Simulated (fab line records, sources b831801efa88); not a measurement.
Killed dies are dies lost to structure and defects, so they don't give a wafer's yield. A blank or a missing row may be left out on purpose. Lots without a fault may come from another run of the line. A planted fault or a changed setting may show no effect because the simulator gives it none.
Which tool did it? | flow gf180mcu | 12 lots, 36 wafers sampled, at 6 steps of a route of 602

WHAT THE GAUGES READ, wafer by wafer
GF_HV_LDD_TW_MEAS_38.
lot  | measured     | on            | HV_LDD_3_TW
L479 | day 13 09:56 | film_metro-04 | 1406 1404 1403
L480 | day 13 13:46 | film_metro-02 | 1444 1444 1441
L481 | day 14 03:41 | film_metro-02 | 1447 1441 1449
L482 | day 14 10:49 | film_metro-04 | 1410 1394 1399
L485 | day 15 04:58 | film_metro-02 | 1445 1448 1446
L486 | day 15 14:07 | film_metro-04 | 1415 1410 1402
L490 | day 16 22:01 | film_metro-02 | 1758 1762 1773
L491 | day 17 03:28 | film_metro-03 | 1421 1416 1413
L492 | day 17 07:07 | film_metro-03 | 1736 1728 1731
L496 | day 18 21:38 | film_metro-04 | 1408 1399 1402
L497 | day 19 00:14 | film_metro-04 | 1410 1406 1413
L501 | day 20 01:56 | film_metro-02 | 1427 1439 1435

GF_HV_LDD_RS_MEAS_53: measures by four-point-probe.
lot  | measured     | on            | HV_LDD_RS (ohm/sq)
L479 | day 14 07:17 | film_metro-02 | 426.5 427.1 426.4
L480 | day 14 10:51 | film_metro-03 | 427.2 425.8 427.5
L481 | day 15 01:53 | film_metro-03 | 427.3 425.6 426.0
L482 | day 15 09:25 | film_metro-04 | 427.5 427.3 427.1
L485 | day 16 03:58 | film_metro-03 | 426.4 425.9 426.1
L486 | day 16 13:36 | film_metro-02 | 427.0 426.2 426.5
L490 | day 17 22:52 | film_metro-04 | 366.6 366.3 366.4
L491 | day 18 03:57 | film_metro-04 | 427.7 427.7 426.2
L492 | day 18 09:00 | film_metro-02 | 365.1 366.7 365.6
L496 | day 20 00:26 | film_metro-03 | 427.0 426.5 426.3
L497 | day 20 02:27 | film_metro-04 | 426.9 427.4 426.6
L501 | day 21 04:09 | film_metro-03 | 426.4 427.1 427.7

WHICH TOOL RAN EACH LOT (tool, then ch and the chambers of the sampled wafers, then the start)
lot  | GF_POLY_GATE_ETCH_12               | GF_HV_LDD_IMPLANT_36            | GF_HV_LDD_STRIP_49                   | GF_HV_LDD_RTA_52
L479 | rie_diel-04 ch 1,2,3, day 10 19:58 | implanter-01 ch 0, day 13 09:41 | plasma_asher-03 ch 0,1, day 14 07:01 | rtp_anneal-02 ch 0, day 14 07:13
L480 | rie_diel-02 ch 0,1,3, day 10 23:19 | implanter-03 ch 0, day 13 13:31 | plasma_asher-02 ch 0,1, day 14 10:34 | rtp_anneal-01 ch 0, day 14 10:47
L481 | rie_diel-04 ch 1,2, day 11 11:28   | implanter-04 ch 0, day 14 03:27 | plasma_asher-02 ch 0,1, day 15 01:35 | rtp_anneal-02 ch 0, day 15 01:48
L482 | rie_diel-04 ch 1,2, day 11 15:34   | implanter-01 ch 0, day 14 10:35 | plasma_asher-04 ch 0,1, day 15 09:07 | rtp_anneal-02 ch 0, day 15 09:20
L485 | rie_diel-02 ch 1,3, day 12 09:47   | implanter-01 ch 0, day 15 04:44 | plasma_asher-04 ch 0,1, day 16 03:40 | rtp_anneal-01 ch 0, day 16 03:53
L486 | rie_diel-04 ch 0,1,2, day 12 19:02 | implanter-01 ch 0, day 15 13:52 | plasma_asher-02 ch 0,1, day 16 13:20 | rtp_anneal-02 ch 0, day 16 13:32
L490 | rie_diel-02 ch 0,1,2, day 13 21:20 | implanter-01 ch 0, day 16 21:47 | plasma_asher-03 ch 0,1, day 17 22:35 | rtp_anneal-02 ch 0, day 17 22:48
L491 | rie_diel-02 ch 0,1,2, day 14 02:41 | implanter-04 ch 0, day 17 03:14 | plasma_asher-03 ch 0,1, day 18 03:40 | rtp_anneal-01 ch 0, day 18 03:53
L492 | rie_diel-02 ch 2,3, day 14 07:22   | implanter-01 ch 0, day 17 06:52 | plasma_asher-04 ch 0,1, day 18 08:44 | rtp_anneal-01 ch 0, day 18 08:56
L496 | rie_diel-03 ch 2,3, day 15 10:13   | implanter-04 ch 0, day 18 21:26 | plasma_asher-03 ch 0,1, day 20 00:05 | rtp_anneal-01 ch 0, day 20 00:21
L497 | rie_diel-04 ch 2,3, day 15 18:13   | implanter-04 ch 0, day 19 00:00 | plasma_asher-02 ch 0,1, day 20 02:10 | rtp_anneal-02 ch 0, day 20 02:23
L501 | rie_diel-04 ch 1,2, day 16 17:02   | implanter-03 ch 0, day 20 01:43 | plasma_asher-04 ch 0,1, day 21 03:52 | rtp_anneal-01 ch 0, day 21 04:04
- GF_POLY_GATE_ETCH_12: etches BARC in N2/H2.
- GF_HV_LDD_IMPLANT_36
- GF_HV_LDD_STRIP_49: strips in O2/N2.
- GF_HV_LDD_RTA_52: time 10 s.

WHAT THE TOOLS THEMSELVES READ (means of the sampled wafers that have a number; where no wafer has one, the mark that the record gives instead)
GF_POLY_GATE_ETCH_12.
lot  | tool        | drypump_motor_current_A (A) | oes_product_au (a.u.) | throttle_valve_pct (%)
L479 | rie_diel-04 | 6.0                         | 0.737                 | 13.203
L480 | rie_diel-02 | 5.5                         | 0.731                 | 13.214
L481 | rie_diel-04 | 6.2                         | 0.737                 | 13.218
L482 | rie_diel-04 | 6.2                         | 0.738                 | 13.212
L485 | rie_diel-02 | 5.5                         | 0.732                 | 13.211
L486 | rie_diel-04 | 5.8                         | 0.731                 | 13.218
L490 | rie_diel-02 | 5.4                         | 0.733                 | 13.211
L491 | rie_diel-02 | 5.4                         | 0.737                 | 13.224
L492 | rie_diel-02 | 5.7                         | 0.733                 | 13.219
L496 | rie_diel-03 | 5.6                         | 0.736                 | 13.217
L497 | rie_diel-04 | 5.7                         | 0.732                 | 13.213
L501 | rie_diel-04 | 5.9                         | 0.736                 | 13.214

GF_HV_LDD_IMPLANT_36.
lot  | tool         | dose_ions_cm2 | faraday_current_uA
L479 | implanter-01 | 7.493e+12     | 42.1
L480 | implanter-03 | 7.496e+12     | 42.0
L481 | implanter-04 | 7.497e+12     | 42.7
L482 | implanter-01 | 7.494e+12     | 42.8
L485 | implanter-01 | 7.493e+12     | 42.5
L486 | implanter-01 | 7.496e+12     | 42.3
L490 | implanter-01 | 3.375e+13     | 188.8
L491 | implanter-04 | 7.503e+12     | 41.9
L492 | implanter-01 | 3.374e+13     | 190.1
L496 | implanter-04 | 7.496e+12     | 43.0
L497 | implanter-04 | 7.494e+12     | 41.4
L501 | implanter-03 | 7.515e+12     | 42.2

GF_HV_LDD_STRIP_49.
lot  | tool            | drypump_motor_current_A (A) | heater_power_w (W) | oes_product_au (a.u.) | strip_time_to_endpoint_s (s)
L479 | plasma_asher-03 | 5.4                         | 321                | 0.714                 | 12.63
L480 | plasma_asher-02 | 5.6                         | 342                | 0.717                 | 12.62
L481 | plasma_asher-02 | 5.6                         | 345                | 0.718                 | 12.59
L482 | plasma_asher-04 | 5.3                         | 372                | 0.713                 | 12.61
L485 | plasma_asher-04 | 5.7                         | 394                | 0.718                 | 12.62
L486 | plasma_asher-02 | 5.3                         | 323                | 0.719                 | 12.66
L490 | plasma_asher-03 | 5.4                         | 326                | 0.715                 | 12.71
L491 | plasma_asher-03 | 5.4                         | 326                | 0.718                 | 12.69
L492 | plasma_asher-04 | 5.3                         | 372                | 0.718                 | 12.63
L496 | plasma_asher-03 | 5.4                         | 330                | 0.715                 | 12.72
L497 | plasma_asher-02 | 5.3                         | 320                | 0.717                 | 12.62
L501 | plasma_asher-04 | 5.3                         | 375                | 0.714                 | 12.63

GF_HV_LDD_RTA_52.
lot  | tool          | lamp_power_pct (%) | wafer_temp_C_max
L479 | rtp_anneal-02 | 35.5               | 1006.8
L480 | rtp_anneal-01 | 30.2               | 1004.5
L481 | rtp_anneal-02 | 35.5               | 1006.0
L482 | rtp_anneal-02 | 35.5               | 1004.7
L485 | rtp_anneal-01 | 30.2               | 1004.5
L486 | rtp_anneal-02 | 35.5               | 1005.8
L490 | rtp_anneal-02 | 35.5               | 1006.7
L491 | rtp_anneal-01 | 30.2               | 1004.5
L492 | rtp_anneal-01 | 30.2               | 1004.3
L496 | rtp_anneal-01 | 30.2               | 1004.1
L497 | rtp_anneal-02 | 35.5               | 1004.7
L501 | rtp_anneal-01 | 30.2               | 1003.8

THE ANSWER, worked out from the rows above alone
Rule: what is usual is taken from the lots themselves. Put in order of their means at a reading, lots are off if they are a third of the lots or fewer, leave a main group of 4 or more, and stand apart from it by a gap of 3 or more times the standard deviation of the main group's means; of several such gaps the widest counts. A main group whose means are all the same, to the digits that the tables above print for the reading, isn't used. A lot without any number at a reading at which 4 lots or more have one is off too. The other lots that the step has rows for count as sound. The gauges are gone through in route order, then the tools' own readings, and for those a lot's mean is taken as printed above. The first step at which some lot is off is used, and at that step the reading that is off furthest; a lot without a number counts as furthest.
Off: L490, L492, at GF_HV_LDD_TW_MEAS_38 (HV_LDD_3_TW). The main group: mean 1421, standard deviation 18.
A tool fits if, at a process step before that reading, it ran every lot that is off, and no sound lot after the first of them. The gauges at GF_HV_LDD_TW_MEAS_38 aren't tried: what is off there is off at GF_HV_LDD_IMPLANT_36 too, on other tools, and a gauge's error can't cause that. One fits: implanter-01 at GF_HV_LDD_IMPLANT_36. Its last sound lot is L486 (day 15 13:52), its first lot that is off L490 (day 16 21:47): a fault that began between those two fits.
The tool's own readings at GF_HV_LDD_IMPLANT_36 bear it out: on the lots that are off they differ by more than 5 times the standard deviation of the sound lots' means. dose_ions_cm2 reads 3.374e+13 there against 7.498e+12 on the sound lots; faraday_current_uA reads 189.4 there against 42.3 on the sound lots.

WHAT THE SIMULATOR HAD PUT IN
Process parameter drift: implanter-01, from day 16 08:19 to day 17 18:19, at GF_HV_LDD_IMPLANT_36. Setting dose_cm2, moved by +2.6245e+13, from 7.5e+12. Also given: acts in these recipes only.
Lots struck among those shown: L490, L492. The rule above found the same.
